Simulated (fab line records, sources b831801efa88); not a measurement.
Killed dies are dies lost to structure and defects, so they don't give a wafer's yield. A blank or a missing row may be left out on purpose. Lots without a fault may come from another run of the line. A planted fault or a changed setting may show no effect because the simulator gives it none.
A struck lot beside a sound one | flow gf180mcu | 20 steps out of a route of 602
Sound: wafers L922.2, L922.5, L922.6. Struck: wafers L908.4, L908.5, L908.6. The cause comes at the end.
At each step with rows: each side's tool, then ch and its chambers, then its first start. Under that, the readings that differ: sound wafers | struck wafers | difference of the means | sigmas: that difference in standard deviations of wafers without a fault.
alike: readings whose means differ by less than 2 such deviations, and words and numbers that are the same on both sides. not compared: withheld readings, readings that some wafer has no value for, bounds like >300 that may hide the same value, and numbers for which the record gives no deviation and whose values overlap.
The two part at a step that has a row with sigmas, a row that says differs or no value, or rows on one side only. Numbers that don't overlap but have no deviation are shown without sigmas and don't part them. A reading that every wafer of one side lacks parts them only if that side has two wafers or more.

first, 1 step without rows for these wafers: GF_V3_CVD_00 (deposits SiO2, target thk 600 nm, time 100 s).
GF_V3_THK_MEAS_01:
  sound on film_metro-04, day 27 21:06; struck on film_metro-03, day 23 09:58
  alike: V3_CVD_00_THK
GF_V3_CVD_02: deposits SiO2 from TEOS, target thk 850 nm, time 94.851 s.
  sound on pecvd-01 ch 0,2, day 27 21:09; struck on pecvd-03 ch 0,1,2, day 23 10:02
  alike: heater_power_w
GF_V3_THK_MEAS_03:
  sound on film_metro-03, day 27 21:14; struck on film_metro-03, day 23 10:05
  alike: V3_CVD_02_THK
GF_V3_CMP_04: polishes SiO2.
  sound on cmp-01 ch 0,1,2, day 27 21:23; struck on cmp-01 ch 0,2,3, day 23 10:13
  alike: motor_current_A, time_to_endpoint_s
GF_V3_BOW_MEAS_05:
  sound on film_metro-03, day 27 21:36; struck on film_metro-02, day 23 10:29
  alike: V3_BOW
then, 6 steps without rows for these wafers: GF_V3_DEHYDRATE_06 (time 60 s); GF_V3_HMDS_07 (prime time 60 s); GF_V3_COAT_08; GF_V3_COAT_09 (resist thk 1000 nm); GF_V3_SOFTBAKE_10 (time 60 s); GF_V3_EXPOSE_11 (exposes mask Via3, target cd 260 nm).
GF_V3_PEB_12: peb time 90 s.
  sound on litho_track-03 ch 0, day 28 16:51; struck on litho_track-03 ch 0, day 24 08:28
  reading                  | sound                | struck               | difference | sigmas
  heater_power_total_W (W) | 85.80 85.81 85.61    | 87.37 87.45 87.29    | +1.63      | +19
  plate_temp_C (C)         | 134.94 135.01 134.93 | 137.03 137.18 137.27 | +2.20      | +16
then, 1 step without rows for these wafers: GF_V3_DEVELOP_13 (develop time 60 s).
GF_V3_CD_MEAS_14: target cd 260 nm.
  sound on cd_sem-02, day 28 17:11; struck on cd_sem-01, day 24 08:47
  reading    | sound             | struck            | difference | sigmas
  cd_nm (nm) | 260.0 260.3 261.2 | 266.0 267.1 265.1 | +5.6       | +4
GF_V3_OVL_MEAS_15:
  sound on overlay-01, day 28 17:17; struck on overlay-02, day 24 08:52
  alike: V3_OVL
GF_V3_ETCH_16: etches BARC in N2/H2.
  sound on rie_diel-04 ch 0,1, day 28 17:19; struck on rie_diel-03 ch 2,3, day 24 08:52
  reading             | sound             | struck            | difference | sigmas
  model.V3.cd_nm (nm) | 260.5 261.5 261.3 | 264.7 265.1 265.3 | +3.9       |
  alike: drypump_motor_current_A, oes_product_au, throttle_valve_pct
GF_V3_ETCH_17: etches SiO2 in C4F8/O2/Ar, stops on TiN, target depth 635 nm.
  sound on rie_diel-04 ch 0,1; struck on rie_diel-03 ch 2,3
  reading             | sound             | struck            | difference | sigmas
  model.V3.cd_nm (nm) | 259.8 260.7 261.8 | 263.5 263.5 265.7 | +3.5       |
  alike: oes_product_au
GF_V3_STRIP_18: strips in O2/N2.
  sound on plasma_asher-01 ch 0,1, day 28 17:27; struck on plasma_asher-04 ch 0,1, day 24 09:02
  alike: drypump_motor_current_A, heater_power_w, oes_product_au
  not compared: rf_hours_counter_h
-- the record jumps here: 6 days lie between the struck wafers' starts before and after (it left off in module V3 and takes up again in module PASSIVATION, whose first step shown is number 602 of the route) --
GF_PASSIVATION_PROBE_99:
  the record has rows for the struck wafers here (prober-02, day 30 17:21) and none for the sound ones

WHERE THEY PART
First at GF_V3_PEB_12; last, within this record, at GF_PASSIVATION_PROBE_99.

WHY: what the simulator had put in
Process parameter drift: litho_track-03, from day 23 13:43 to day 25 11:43, at GF_V3_PEB_12. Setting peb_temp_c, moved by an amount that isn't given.
